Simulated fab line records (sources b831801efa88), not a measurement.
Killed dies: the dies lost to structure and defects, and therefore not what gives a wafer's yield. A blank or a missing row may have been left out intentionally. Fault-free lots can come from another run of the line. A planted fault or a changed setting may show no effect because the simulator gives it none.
Which tool was responsible? :: flow sky130 :: 42 wafers sampled from 14 lots at 1 step of a route of 708

== WHAT THE GAUGES READ, wafer by wafer ==
SKY_VIA1_CD_MEAS_12 targets a cd of 150 nm. Usual: 150.1 nm for cd nm, sd 1.6.
lot: L245
measured: day 34 03:58
on: cd sem-01
cd nm (nm): 149.3 146.2 147.8
flag: 

lot: L254
measured: day 36 12:05
on: cd sem-02
cd nm (nm): 149.5 150.1 150.0
flag: 

lot: L255
measured: day 36 18:44
on: cd sem-02
cd nm (nm): 149.0 149.7 149.1
flag: 

lot: L258
measured: day 37 13:41
on: cd sem-02
cd nm (nm): 150.6 151.0 150.2
flag: 

lot: L259
measured: day 37 18:28
on: cd sem-02
cd nm (nm): 151.7 152.8 153.7
flag: 

lot: L260
measured: day 38 11:32
on: cd sem-01
cd nm (nm): 149.6 150.4 150.1
flag: 

lot: L261
measured: day 38 13:53
on: cd sem-02
cd nm (nm): 150.2 151.3 152.1
flag: 

lot: L262
measured: day 38 23:23
on: cd sem-02
cd nm (nm): 146.5 148.4 147.3
flag: 

lot: L263
measured: day 39 06:43
on: cd sem-02
cd nm (nm): 151.9 150.1 150.3
flag: 

lot: L264
measured: day 39 11:04
on: cd sem-01
cd nm (nm): 150.0 149.3 150.4
flag: 

lot: L265
measured: day 40 04:14
on: cd sem-01
cd nm (nm): 151.4 152.2 152.3
flag: 

lot: L266
measured: day 40 18:59
on: cd sem-02
cd nm (nm): 151.2 151.9 150.0
flag: 

lot: L268
measured: day 40 22:08
on: cd sem-01
cd nm (nm): 149.2 149.4 149.2
flag: 

lot: L267
measured: day 40 23:25
on: cd sem-02
cd nm (nm): 151.7 151.9 151.1
flag: 

== WHAT TOOL EACH LOT RAN ON (gives the tool, then ch and the chambers of the sampled wafers, and finally the start) ==
The record shows no process step preceding these readings.

== AS READ BY THE TOOLS THEMSELVES (means over the sampled wafers that have a number; for cases with no such wafer, the mark the record gives instead) ==
The record holds no such reading with a usual standard deviation.

== THE ANSWER, worked out from the rows above alone ==
Rule: a lot is off if the mean of its wafers that have a number lies more than 3 standard deviations from the usual mean. A lot without any number at a reading at which 4 lots or more have one is off too. The other lots that the step has rows for count as sound. After the gauges, taken in route order, come the tools' own readings; for these a lot's mean is taken, as printed above. At the first step where some lot is off, the reading lying furthest off is the one used; lots without a number count as furthest.
None of the lots is off at any reading shown; this tells nothing.

== WHAT HAD BEEN PUT IN BY THE SIMULATOR ==
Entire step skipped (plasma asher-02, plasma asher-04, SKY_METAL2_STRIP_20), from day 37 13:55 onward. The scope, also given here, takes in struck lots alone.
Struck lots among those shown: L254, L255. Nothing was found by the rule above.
